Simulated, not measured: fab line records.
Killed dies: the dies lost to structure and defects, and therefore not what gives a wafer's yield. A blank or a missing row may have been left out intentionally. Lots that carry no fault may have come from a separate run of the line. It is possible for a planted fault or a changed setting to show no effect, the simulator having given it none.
fab line records	flow sky130
record: lots: 6	wafers: 18	last_day: 50
route steps=708 shown RES_PROTECT@212 POLY_GATE@213 PAD_OPEN@708
lots with no fault: from the same line, run without faults
start_h: hours from the record's first day to the start of the lot's first wafer shown	wait_h: hours from the lot's prior step to this one	" identical to the entry in the row above	L1.1+2: one row covering several wafers at once	- no value present, or no start provided	* or withheld: withheld	< > ~ a bound
route shown NAME@n: NAME is a module with steps in the file, n the number in the route of the first one	usual: mean/standard deviation of fault-free wafers	same: alike in all rows	chamber/n: place in a boat	sites: readings site by site	_std_site: their standard deviation	_edge_site: mean of outer sites minus mean of inner sites	radius_mm: for every site, how far away it sits from the centre of the wafer	mask NAME#n: copy n	behind: the tool/chamber that last shaped the wafer	hold: cause of the lot's hold/its duration in hours/its outcome	device: the transistor (n, p or np) that didn't switch	end of line: tests run on the same wafers once the route is complete	step lacking rows: just its recipe	killed: the dies lost at the first sort to structure and to defects; this is not the yield of the wafer	map: a wafer's dies, marking killed ones x, the rest . and places with no die _
set.NAME: the run value of the setting; set.NAME@STEP: its run value at that earlier step	model.NAME: the simulator's own value behind a step, which no gauge read
lots seen at some steps along the route; tables by step, rows by wafer
services: the hour from which a tool's chamber was out of use, counted from the record's first day as start_h (under 0 if before that day), plus the number of hours and why
== steps ==
step: SKY_RES_PROTECT_DEVELOP_06
recipe: resist: NOVOLAK	developer: TMAH	develop_time_s: 60	dev_temp_c: 23
step: SKY_POLY_GATE_IMPLANT_02
recipe: species: P	energy_kev: 30	dose_cm2: 7.7e+15	tilt_deg: 0
step: SKY_RES_PROTECT_STRIP_07
recipe: chemistry: O2/N2	power_w: 1400	pressure_mtorr: 1500	platen_temp_c: withheld	o2_flow_sccm: 3000	n2_flow_sccm: 300	overash_fraction: 0.5
usual: drypump_motor_current_A: 5.74/0.25	oes_product_au: 0.517/0.0043	strip_time_to_endpoint_s: 23.28/0.046
lot.wafer	tool	chamber	start_h	wait_h	drypump_motor_current_A	oes_product_au	rf_hours_counter_h	strip_time_to_endpoint_s
L468.1	plasma_asher-04	0	363.48	0.1	5.69	0.519	68	23.28
L468.3	"	0	"	"	5.73	0.513	-	23.29
L468.4	"	1	"	"	5.73	0.516	-	23.29
L474.3	plasma_asher-01	0	418.31	0.1	5.69	0.515	-	23.23
L474.4	"	1	"	"	5.92	0.520	-	23.25
L474.5	"	0	"	"	5.71	0.516	-	23.24
L475.1	plasma_asher-01	0	427.33	0.1	5.69	0.516	71	23.27
L475.4	"	0	"	"	5.70	0.512	-	23.25
L475.6	"	0	"	"	5.70	0.522	-	23.24
L483.1	plasma_asher-01	0	495.28	0.1	5.67	0.512	78	23.20
L483.3	"	0	"	"	5.70	0.513	-	23.22
L483.4	"	1	"	"	5.92	0.517	-	23.21
L484.3	plasma_asher-01	0	516.96	0.1	5.69	0.517	-	23.27
L484.4	"	1	"	"	5.92	0.518	-	23.33
L484.5	"	1	"	"	5.90	0.525	-	23.35
L485.2	plasma_asher-04	0	537.78	0.1	5.69	0.512	10	23.24
L485.3	"	1	"	"	5.75	0.519	-	23.29
L485.5	"	1	"	"	5.67	0.517	-	23.31
step: SKY_RES_PROTECT_TW_MEAS_08
usual: POLY_GATE_TW: 4077/19
lot.wafer	tool	chamber	start_h	wait_h	POLY_GATE_TW
L468.1	film_metro-02	-	363.58	0.1	4057
L468.3	"	-	"	"	4059
L468.4	"	-	"	"	4073
L474.3	film_metro-01	-	418.39	0.1	4100
L474.4	"	-	"	"	4099
L474.5	"	-	"	"	4093
L475.1	film_metro-01	-	427.43	0.1	4100
L475.4	"	-	"	"	4108
L475.6	"	-	"	"	4096
L483.1	film_metro-03	-	495.38	0.1	4069
L483.3	"	-	"	"	4086
L483.4	"	-	"	"	4076
L484.3	film_metro-02	-	517.04	0.1	4069
L484.4	"	-	"	"	4054
L484.5	"	-	"	"	4050
L485.2	film_metro-03	-	537.89	0.1	4076
L485.3	"	-	"	"	4103
L485.5	"	-	"	"	4039
step: SKY_RES_PROTECT_CLEAN_09
recipe: chemistry: SC1/SC2	mix: 1:4:20	temp_c: 70	time_s: 150	dry: n2_spin
step: SKY_POLY_GATE_CVD_03
recipe: material: Si3N4	precursor: DCS/NH3	target_thk_nm: 75	temp_c: 770	time_s: 1290	pressure_mtorr: 250
step: SKY_POLY_GATE_THK_MEAS_04
recipe: reads: Si3N4_of_POLY_GATE_CVD_03
usual: POLY_GATE_CVD_03_THK: 74.8/0.69
lot.wafer	tool	chamber	start_h	wait_h	POLY_GATE_CVD_03_THK[nm]
L468.1	film_metro-04	-	366.34	0.1	74.5
L468.3	"	-	"	"	75.3
L468.4	"	-	"	"	74.5
L474.3	film_metro-03	-	421.17	0.0	74.8
L474.4	"	-	"	"	74.8
L474.5	"	-	"	"	74.8
L475.1	film_metro-04	-	428.95	0.0	74.0
L475.4	"	-	"	"	73.7
L475.6	"	-	"	"	73.5
L483.1	film_metro-03	-	496.85	0.0	75.6
L483.3	"	-	"	"	74.9
L483.4	"	-	"	"	75.1
L484.3	film_metro-04	-	519.19	0.0	74.6
L484.4	"	-	"	"	74.7
L484.5	"	-	"	"	74.3
L485.2	film_metro-04	-	539.42	0.0	73.9
L485.3	"	-	"	"	74.8
L485.5	"	-	"	"	75.1
step: SKY_POLY_GATE_DEHYDRATE_05
recipe: temp_c: 200	time_s: 60
step: SKY_POLY_GATE_HMDS_06
recipe: prime_time_s: 60	prime_temp_c: 120
step: SKY_POLY_GATE_COAT_07
recipe: resist: BARC	temp_c: withheld	time_s: withheld	spin_rpm: 3000	resist_thk_nm: 110
step: SKY_POLY_GATE_COAT_08
recipe: resist: KrF-thick	spin_rpm: 3000	resist_thk_nm: 450
step: SKY_POLY_GATE_SOFTBAKE_09
recipe: temp_c: 100	time_s: 90	resist: KrF-thick
step: SKY_POLY_GATE_EXPOSE_10
recipe: mask_id: P1M	na: 0.68	source_shape: conventional	sigma_outer: 0.6	target_cd_nm: 150	dose_mj: 28
usual: reticle_temp_C: 23.00/0.1
lot.wafer	tool	chamber	start_h	wait_h	mask	reticle_temp_C
L468.1	krf_scanner-02	0	381.14	-	P1M#0	22.93
L468.3	"	0	"	"	P1M#0	22.86
L468.4	"	0	"	"	P1M#0	22.92
L474.3	krf_scanner-02	0	436.53	-	P1M#0	22.85
L474.4	"	0	"	"	P1M#0	22.98
L474.5	"	0	"	"	P1M#0	22.87
L475.1	krf_scanner-02	0	444.19	-	P1M#0	23.07
L475.4	"	0	"	"	P1M#0	23.24
L475.6	"	0	"	"	P1M#0	23.01
L483.1	krf_scanner-01	0	512.38	-	P1M#0	23.04
L483.3	"	0	"	"	P1M#0	23.10
L483.4	"	0	"	"	P1M#0	22.82
L484.3	krf_scanner-02	0	534.35	-	P1M#0	23.04
L484.4	"	0	"	"	P1M#0	22.98
L484.5	"	0	"	"	P1M#0	22.93
L485.2	krf_scanner-01	0	554.28	-	P1M#0	22.99
L485.3	"	0	"	"	P1M#0	23.04
L485.5	"	0	"	"	P1M#0	22.99
step: SKY_POLY_GATE_PEB_11
recipe: peb_temp_c: withheld	peb_time_s: withheld	resist: KrF-thick
step: SKY_POLY_GATE_DEVELOP_12
recipe: develop_time_s: 60	resist: KrF-thick	dev_temp_c: 21
step: SKY_POLY_GATE_CD_MEAS_13
recipe: target_cd_nm: 150
usual: cd_nm: 150.0/1.3
lot.wafer	tool	chamber	start_h	wait_h	hold	cd_nm
L468.1	cd_sem-01	-	395.58	-	-	151.3
L468.3	"	-	"	"	-	150.5
L468.4	"	-	"	"	-	150.6
L474.3	cd_sem-02	-	451.47	-	await_dispo/0.2h/release	149.7
L474.4	"	-	"	"	await_dispo/0.2h/release	151.1
L474.5	"	-	"	"	await_dispo/0.2h/release	98.6
L474.3	cd_sem-02	-	451.76	0.3	-	149.5
L474.4	"	-	"	"	-	151.1
L474.5	"	-	"	"	-	98.3
L475.1	cd_sem-01	-	459.59	-	await_dispo/0.2h/release	149.2
L475.4	"	-	"	"	await_dispo/0.2h/release	147.9
L475.6	"	-	"	"	await_dispo/0.2h/release	97.9
L475.1	cd_sem-01	-	459.87	0.3	-	149.1
L475.4	"	-	"	"	-	147.8
L475.6	"	-	"	"	-	97.9
L483.1	cd_sem-02	-	526.78	-	-	150.7
L483.3	"	-	"	"	-	152.5
L483.4	"	-	"	"	-	151.0
L484.3	cd_sem-01	-	548.67	-	-	149.1
L484.4	"	-	"	"	-	148.8
L484.5	"	-	"	"	-	149.6
L485.2	cd_sem-01	-	568.86	-	-	152.2
L485.3	"	-	"	"	-	153.2
L485.5	"	-	"	"	-	152.1
step: SKY_POLY_GATE_OVL_MEAS_14
usual: POLY_GATE_OVL: 3/5
lot.wafer	tool	chamber	start_h	wait_h	hold	POLY_GATE_OVL[nm]
L468.1	overlay-01	-	395.70	0.1	-	-5
L468.3	"	-	"	"	-	-4
L468.4	"	-	"	"	-	-1
L474.3	overlay-02	-	454.06	2.3	await_dispo/2.2h/release	3
L474.4	"	-	"	"	await_dispo/2.2h/release	4
L474.5	"	-	"	"	await_dispo/2.2h/release	2
L475.1	overlay-02	-	465.37	5.5	await_dispo/5.4h/release	-1
L475.4	"	-	"	"	await_dispo/5.4h/release	-1
L475.6	"	-	"	"	await_dispo/5.4h/release	4
L483.1	overlay-02	-	526.90	0.1	-	5
L483.3	"	-	"	"	-	6
L483.4	"	-	"	"	-	6
L484.3	overlay-01	-	548.76	0.1	-	8
L484.4	"	-	"	"	-	10
L484.5	"	-	"	"	-	14
L485.2	overlay-02	-	568.96	0.1	-	1
L485.3	"	-	"	"	-	0
L485.5	"	-	"	"	-	4
step: SKY_POLY_GATE_ETCH_15
recipe: chemistry: N2/H2	target: BARC	ion_energy_ev: 200	source_w: 500	bias_w: 100	pressure_mtorr: 30	n2_flow_sccm: 100	h2_flow_sccm: 200	stop_on: SiO2	time_s: 118.5	target_depth_a: 1100
usual: drypump_motor_current_A: 5.7/0.33	oes_product_au: 0.717/0.0047	throttle_valve_pct: 13.212/0.0096
lot.wafer	tool	chamber	start_h	wait_h	drypump_motor_current_A	oes_product_au	rf_hours_counter_h	throttle_valve_pct	model.POLY_GATE.cd_nm
L468.1	rie_diel-01	1	395.74	0.0	5.1	0.720	104	13.224	152.9
L468.3	"	0	"	"	5.5	0.714	110	13.213	150.2
L468.4	"	3	"	"	5.7	0.722	98	13.213	152.8
L474.3	rie_diel-02	1	454.09	0.0	5.7	0.715	8	13.209	150.8
L474.4	"	2	"	"	6.0	0.724	6	13.208	150.8
L474.5	"	2	"	"	6.0	0.725	-	13.210	97.74
L475.1	rie_diel-01	3	465.41	0.0	5.7	0.725	99	13.229	150.1
L475.4	"	0	"	"	5.5	0.703	-	13.221	147.9
L475.6	"	2	"	"	6.2	0.714	-	13.197	98.09
L483.1	rie_diel-01	3	526.94	0.0	5.7	0.711	1	13.222	151.3
L483.3	"	2	"	"	6.2	0.716	16	13.214	153
L483.4	"	1	"	"	5.2	0.714	1	13.210	151.5
L484.3	rie_diel-03	1	548.79	0.0	5.9	0.720	15	13.218	149.8
L484.4	"	0	"	"	5.6	0.713	-	13.216	150.7
L484.5	"	1	"	"	5.9	0.720	-	13.211	149.3
L485.2	rie_diel-01	1	568.99	0.0	5.1	0.727	2	13.217	152.8
L485.3	"	0	"	"	5.5	0.716	3	13.218	152.7
L485.5	"	0	"	"	5.5	0.714	-	13.213	151.8
step: SKY_POLY_GATE_ETCH_16
recipe: stop_on: poly-Si	chemistry: CH3F/O2	target: Si3N4	source_w: 400	bias_w: 80	pressure_mtorr: 25	ch3f_flow_sccm: 40	O2_flow_sccm: 30	time_s: 147.5	target_depth_a: 750
usual: drypump_motor_current_A: 5.6/0.33	oes_product_au: 0.640/0.0052	throttle_valve_pct: 10.536/0.0091
lot.wafer	tool	chamber	start_h	wait_h	drypump_motor_current_A	oes_product_au	rf_hours_counter_h	throttle_valve_pct
L468.1	rie_diel-01	1	395.82	0.0	5.1	0.633	104	10.529
L468.3	"	0	"	"	5.5	0.642	110	10.535
L468.4	"	3	"	"	5.7	0.638	98	10.516
L474.3	rie_diel-02	1	454.17	0.0	5.7	0.641	8	10.546
L474.4	"	2	"	"	6.0	0.640	6	10.528
L474.5	"	2	"	"	6.0	0.640	-	10.543
L475.1	rie_diel-01	3	465.49	0.0	5.6	0.633	99	10.517
L475.4	"	0	"	"	5.5	0.640	-	10.530
L475.6	"	2	"	"	6.2	0.641	-	10.552
L483.1	rie_diel-01	3	527.02	0.0	5.7	0.649	1	10.546
L483.3	"	2	"	"	6.1	0.643	16	10.541
L483.4	"	1	"	"	5.1	0.634	1	10.532
L484.3	rie_diel-03	1	548.87	0.0	5.9	0.640	16	10.524
L484.4	"	0	"	"	5.6	0.641	-	10.528
L484.5	"	1	"	"	5.9	0.642	-	10.546
L485.2	rie_diel-01	1	569.07	0.0	5.1	0.628	2	10.529
L485.3	"	0	"	"	5.5	0.645	3	10.526
L485.5	"	0	"	"	5.5	0.639	-	10.531
step: SKY_POLY_GATE_ETCH_17
recipe: target_depth_nm: 180	stop_on: SiO2	over_etch_frac: 0.56667	chemistry: HBr/Cl2	target: poly-Si	icp_w: 400	bias_w: 100	pressure_mtorr: 10	HBr_flow_sccm: 150	Cl2_flow_sccm: 50	time_s: 70.5
usual: drypump_motor_current_A: 6.0/0.34	oes_product_au: 0.985/0.0056	throttle_valve_pct: 33.684/0.0099
lot.wafer	tool	chamber	start_h	wait_h	drypump_motor_current_A	oes_product_au	rf_hours_counter_h	throttle_valve_pct	model.POLY_GATE.cd_nm
L468.1	rie_si-02	1	395.92	0.0	5.5	0.989	6	33.696	153.5
L468.3	"	3	"	"	6.0	0.979	69	33.692	150.3
L468.4	"	3	"	"	6.0	0.983	-	33.676	154.2
L474.3	rie_si-02	3	454.27	0.0	6.0	0.985	0	33.671	150.7
L474.4	"	2	"	"	5.9	0.986	0	33.666	150.4
L474.5	"	0	"	"	6.3	0.983	-	33.688	97.14
L475.1	rie_si-02	2	465.59	0.0	5.9	0.982	0	33.679	149.7
L475.4	"	1	"	"	5.5	0.971	6	33.671	149
L475.6	"	0	"	"	6.3	0.973	-	33.671	96.15
L483.1	rie_si-02	1	527.12	0.0	5.5	0.985	7	33.684	151.8
L483.3	"	0	"	"	6.3	0.989	17	33.689	153.6
L483.4	"	3	"	"	6.0	0.984	0	33.692	150.3
L484.3	rie_si-01	0	548.97	0.0	6.0	0.980	1	33.676	148.7
L484.4	"	2	"	"	5.6	0.984	24	33.686	150.9
L484.5	"	1	"	"	6.4	0.976	-	33.695	148.9
L485.2	rie_si-02	1	569.17	0.0	5.4	0.992	7	33.677	153.1
L485.3	"	3	"	"	6.0	0.976	0	33.679	152
L485.5	"	2	"	"	5.9	0.981	-	33.681	151.2
step: SKY_POLY_GATE_STRIP_18
recipe: chemistry: O2/N2	power_w: 1400	pressure_mtorr: 1500	platen_temp_c: withheld	o2_flow_sccm: 3000	n2_flow_sccm: 300	overash_fraction: 0.5
usual: drypump_motor_current_A: 5.7/0.39	oes_product_au: 0.361/0.0041	strip_time_to_endpoint_s: 3.16/0.03
lot.wafer	tool	chamber	start_h	wait_h	drypump_motor_current_A	oes_product_au	rf_hours_counter_h	strip_time_to_endpoint_s
L468.1	plasma_asher-03	1	395.98	0.0	5.2	0.358	59	3.09
L468.3	"	0	"	"	6.2	0.364	-	3.15
L468.4	"	1	"	"	5.1	0.356	-	3.13
L474.3	plasma_asher-03	1	454.36	0.1	5.2	0.360	-	3.14
L474.4	"	0	"	"	6.2	0.369	-	3.20
L474.5	"	0	"	"	6.2	0.359	-	3.15
L475.1	plasma_asher-02	0	465.74	0.1	5.3	0.364	33	3.15
L475.4	"	0	"	"	5.3	0.364	-	3.17
L475.6	"	1	"	"	6.1	0.358	-	3.14
L483.1	plasma_asher-03	1	527.18	0.0	5.2	0.368	72	3.15
L483.3	"	1	"	"	5.2	0.355	-	3.15
L483.4	"	0	"	"	6.2	0.365	-	3.16
L484.3	plasma_asher-02	1	549.06	0.1	6.1	0.363	-	3.19
L484.4	"	0	"	"	5.2	0.360	-	3.19
L484.5	"	0	"	"	5.3	0.354	-	3.17
L485.2	plasma_asher-04	1	569.23	0.0	5.8	0.364	12	3.17
L485.3	"	0	"	"	5.7	0.359	-	3.14
L485.5	"	0	"	"	5.7	0.357	-	3.16
step: SKY_POLY_GATE_CLEAN_19
recipe: chemistry: SC1/SC2	mix: 1:4:20	temp_c: 70	time_s: 150	dry: n2_spin
step: SKY_POLY_GATE_OXIDATION_20
recipe: temp_c: 850	ambient: O2	stabilise_s: 600	purge_s: 300	target_thk_a: 40	ox_time_s: 899
step: SKY_POLY_GATE_CD_MEAS_22
usual: cd_nm: 150.0/1.8
lot.wafer	tool	chamber	start_h	wait_h	hold	cd_nm
L468.1	cd_sem-01	-	398.51	0.2	-	153.4
L468.3	"	-	"	"	-	150.0
L468.4	"	-	"	"	-	154.1
L474.3	cd_sem-02	-	455.84	0.1	await_dispo/0.2h/release	150.8
L474.4	"	-	"	"	await_dispo/0.2h/release	149.9
L474.5	"	-	"	"	await_dispo/0.2h/release	97.6
L474.3	cd_sem-02	-	456.31	0.4	-	150.4
L474.4	"	-	"	"	-	150.3
L474.5	"	-	"	"	-	97.5
L475.1	cd_sem-02	-	468.57	0.1	await_dispo/0.2h/release	149.7
L475.4	"	-	"	"	await_dispo/0.2h/release	148.8
L475.6	"	-	"	"	await_dispo/0.2h/release	95.9
L475.1	cd_sem-02	-	468.90	0.3	-	149.7
L475.4	"	-	"	"	-	148.9
L475.6	"	-	"	"	-	96.2
L483.1	cd_sem-01	-	529.08	0.1	-	151.7
L483.3	"	-	"	"	-	153.7
L483.4	"	-	"	"	-	150.3
L484.3	cd_sem-02	-	550.54	0.1	-	148.8
L484.4	"	-	"	"	-	150.9
L484.5	"	-	"	"	-	148.5
L485.2	cd_sem-01	-	570.72	0.1	-	152.8
L485.3	"	-	"	"	-	151.8
L485.5	"	-	"	"	-	151.5
step: SKY_PAD_OPEN_PROBE_99
usual: killed_at_M0_to_M3: 44/7.2	killed_at_M4_up: 3.1/1.7	killed_at_contacts: 25/5.1	killed_at_front_end: 14/4.6	killed_at_other: 0.3/0.59	killed_dies: 86/9.6	killed_on_rim: 17/4.1	killed_open: 47/7.4	killed_short: 39/6
same: gross_dies: 492	killed_at_back_side: 0
lot.wafer	tool	chamber	start_h	wait_h	hold	killed_at_M0_to_M3	killed_at_M4_up	killed_at_contacts	killed_at_front_end	killed_at_other	killed_dies	killed_on_rim	killed_open	killed_short
L474.3	prober-02	-	1125.90	0.2	await_dispo/1.3h/release	49	2	29	15	0	95	22	55	40
L474.4	prober-02	-	1125.95	0.2	await_dispo/1.3h/release	33	3	25	16	0	77	15	44	33
L474.5	prober-02	-	1126.00	0.2	await_dispo/1.3h/release	35	2	33	420	2	492	96	53	38
L475.1	prober-01	-	1131.31	0.1	await_dispo/3.5h/release	53	2	29	16	1	101	13	59	42
L475.4	prober-01	-	1131.46	0.2	await_dispo/3.5h/release	42	2	24	24	2	94	23	48	46
L475.6	prober-01	-	1131.56	0.2	await_dispo/3.5h/release	46	2	22	422	0	492	96	60	35
L483.1	prober-01	-	1171.69	0.1	-	43	8	20	11	0	82	21	42	40
L483.3	prober-01	-	1171.79	0.2	-	35	6	13	7	0	61	9	28	33
L483.4	prober-01	-	1171.84	0.2	-	48	4	21	9	0	82	18	41	41
killed by level:class
L474.3 VIA1:geometric_particle:open=13 CONTACT:geometric_particle:open=10 LI_CONTACT:geometric_particle:open=9 VIA3:geometric_particle:short=6 VIA2:geometric_particle:open=5 METAL1:geometric_particle:short=5 VIA1:geometric_particle:short=5 METAL2:geometric_particle:short=5
L474.4 VIA1:geometric_particle:open=10 CONTACT:geometric_particle:open=9 FIELD_ISO:geometric_particle:short=6 LI_CONTACT:geometric_particle:open=6 FIELD_ISO:geometric_particle:open=5 METAL1:geometric_particle:short=5 VIA2:geometric_particle:open=5 VIA3:geometric_particle:open=5
L474.5 POLY_GATE:area_expose=401 CONTACT:geometric_particle:open=9 LI_CONTACT:geometric_particle:open=8 CONTACT:geometric_particle:short=7 VIA1:geometric_particle:open=7 VIA2:geometric_particle:open=7 METAL1:geometric_particle:short=5 VIA3:geometric_particle:open=5
L475.1 VIA1:geometric_particle:open=15 CONTACT:geometric_particle:open=11 VIA1:geometric_particle:short=11 VIA2:geometric_particle:open=9 POLY_GATE:geometric_particle:open=5 LI_CONTACT:geometric_particle:open=5 LOCAL_INTERCONNECT:geometric_particle:short=5 METAL1:geometric_particle:short=5
L475.4 VIA1:geometric_particle:open=9 FIELD_ISO:geometric_particle:open=8 FIELD_ISO:geometric_particle:short=8 LI_CONTACT:geometric_particle:open=7 METAL2:geometric_particle:short=7 LOCAL_INTERCONNECT:geometric_particle:short=6 CONTACT:geometric_particle:open=6 VIA3:geometric_particle:open=6
L475.6 POLY_GATE:area_expose=397 VIA1:geometric_particle:open=19 LI_CONTACT:geometric_particle:open=8 CONTACT:geometric_particle:open=8 POLY_GATE:geometric_particle:open=7 FIELD_ISO:geometric_particle:short=6 FIELD_ISO:geometric_particle:open=5 METAL1:geometric_particle:short=5
L483.1 CONTACT:geometric_particle:open=10 VIA1:geometric_particle:short=10 VIA1:geometric_particle:open=9 METAL4:geometric_particle:short=7 VIA3:geometric_particle:open=6 VIA2:geometric_particle:open=6 FIELD_ISO:geometric_particle:short=3 LI_CONTACT:geometric_particle:short=3
L483.3 VIA1:geometric_particle:open=9 VIA2:geometric_particle:open=7 METAL4:geometric_particle:short=6 POLY_GATE:geometric_particle:short=5 LI_CONTACT:geometric_particle:open=4 VIA1:geometric_particle:short=4 CONTACT:geometric_particle:open=3 VIA3:geometric_particle:short=3
L483.4 METAL1:geometric_particle:short=11 LI_CONTACT:geometric_particle:open=9 VIA2:geometric_particle:open=7 VIA3:geometric_particle:open=6 CONTACT:geometric_particle:open=6 POLY_GATE:geometric_particle:open=5 METAL2:geometric_particle:short=5 LOCAL_INTERCONNECT:geometric_particle:short=4
map L474.5 (x killed, . not)
__________xxxxxxxxxx_________
________xxxxxxxxxxxxxx_______
______xxxxxxxxxxxxxxxxxx_____
_____xxxxxxxxxxxxxxxxxxxx____
____xxxxxxxxxxxxxxxxxxxxxx___
___xxxxxxxxxxxxxxxxxxxxxxxx__
__xxxxxxxxxxxxxxxxxxxxxxxxxx_
_xxxxxxxxxxxxxxxxxxxxxxxxxxxx
_xxxxxxxxxxxxxxxxxxxxxxxxxxxx
_xxxxxxxxxxxxxxxxxxxxxxxxxxxx
_xxxxxxxxxxxxxxxxxxxxxxxxxxxx
_xxxxxxxxxxxxxxxxxxxxxxxxxxxx
_xxxxxxxxxxxxxxxxxxxxxxxxxxxx
_xxxxxxxxxxxxxxxxxxxxxxxxxxxx
_xxxxxxxxxxxxxxxxxxxxxxxxxxxx
__xxxxxxxxxxxxxxxxxxxxxxxxxx_
___xxxxxxxxxxxxxxxxxxxxxxxx__
____xxxxxxxxxxxxxxxxxxxxxx___
_____xxxxxxxxxxxxxxxxxxxx____
______xxxxxxxxxxxxxxxxxx_____
________xxxxxxxxxxxxxx_______
__________xxxxxxxxxx_________
map L475.6 (x killed, . not)
__________xxxxxxxxxx_________
________xxxxxxxxxxxxxx_______
______xxxxxxxxxxxxxxxxxx_____
_____xxxxxxxxxxxxxxxxxxxx____
____xxxxxxxxxxxxxxxxxxxxxx___
___xxxxxxxxxxxxxxxxxxxxxxxx__
__xxxxxxxxxxxxxxxxxxxxxxxxxx_
_xxxxxxxxxxxxxxxxxxxxxxxxxxxx
_xxxxxxxxxxxxxxxxxxxxxxxxxxxx
_xxxxxxxxxxxxxxxxxxxxxxxxxxxx
_xxxxxxxxxxxxxxxxxxxxxxxxxxxx
_xxxxxxxxxxxxxxxxxxxxxxxxxxxx
_xxxxxxxxxxxxxxxxxxxxxxxxxxxx
_xxxxxxxxxxxxxxxxxxxxxxxxxxxx
_xxxxxxxxxxxxxxxxxxxxxxxxxxxx
__xxxxxxxxxxxxxxxxxxxxxxxxxx_
___xxxxxxxxxxxxxxxxxxxxxxxx__
____xxxxxxxxxxxxxxxxxxxxxx___
_____xxxxxxxxxxxxxxxxxxxx____
______xxxxxxxxxxxxxxxxxx_____
________xxxxxxxxxxxxxx_______
__________xxxxxxxxxx_________
== services ==
tool	chamber	start_h	hours	kind
rie_diel-02	3	340.19	4.2	repair
plasma_asher-01	-	343.33	2.8	pm
krf_scanner-01	-	344.47	1.5	repair
krf_scanner-02	-	350.32	1.3	pm
rie_diel-01	-	379.11	1.5	repair
rie_si-02	3	397.24	7.8	repair
krf_scanner-01	-	404.41	1.2	repair
plasma_asher-02	-	405.88	2.8	pm
plasma_asher-04	-	421.25	9.0	pm
krf_scanner-01	-	422.85	0.8	pm
krf_scanner-02	-	428.05	0.7	repair
krf_scanner-02	-	432.02	2.3	repair
plasma_asher-03	-	438.32	1.3	repair
krf_scanner-02	-	461.83	1.0	pm
krf_scanner-02	-	463.02	0.8	pm
krf_scanner-02	-	476.75	4.0	pm
rie_si-02	1	496.47	5.8	repair
krf_scanner-02	-	526.22	1.3	pm
plasma_asher-04	-	540.27	14.6	pm
krf_scanner-02	-	540.51	8.7	repair
krf_scanner-02	-	551.81	36.0	pm
plasma_asher-04	-	563.47	2.8	pm
plasma_asher-01	-	567.95	15.6	pm
plasma_asher-03	-	568.30	0.4	repair
== key ==
first_sign: step: SKY_POLY_GATE_CD_MEAS_13	reading: visit	direction: added
effect: step: SKY_POLY_GATE_CD_MEAS_13	reading: cd_nm	direction: down	sigmas: 40	usual: 150.0	struck: 98.2
effect: step: SKY_POLY_GATE_CD_MEAS_22	reading: visit	direction: added
effect: step: SKY_POLY_GATE_CD_MEAS_22	reading: cd_nm	direction: down	sigmas: 29	usual: 150.0	struck: 96.7
effect: step: SKY_PAD_OPEN_PROBE_99	reading: killed_at_front_end	direction: up	sigmas: 88	usual: 14	struck: 421
model_effect: step: SKY_POLY_GATE_ETCH_15	value: POLY_GATE.cd_nm	without: 149.3	struck: 97.92
model_effect: step: SKY_POLY_GATE_ETCH_17	value: POLY_GATE.cd_nm	without: 148	struck: 96.65
more_kills_born_at: SKY_POLY_GATE_EXPOSE_10@krf_scanner-02: 798
met_at SKY_POLY_GATE_EXPOSE_10
struck_wafers L474.5,L475.6
later_rows_left_out L474.5,L475.6
tester_left_out L474,L475
onset_between 381.14 436.53
fault: kind: process_parameter_drift	tool: krf_scanner-02	chamber: -	onset_h: 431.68	steps: SKY_POLY_GATE_EXPOSE_10	channel: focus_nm	offset: 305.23	shape: step	end_h: 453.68	scope: struck_wafers_only
tester_left_out: of these lots the tester's yield and bins aren't shown, on N5 and GAA mostly nor the transistor test; their killed dies are dies lost to structure and defects alone, not to doping, threshold or leakage, so they don't give the yield
later_rows_left_out: the simulator's readings of these wafers behind a module that went badly wrong aren't trusted and aren't shown, but for the sort
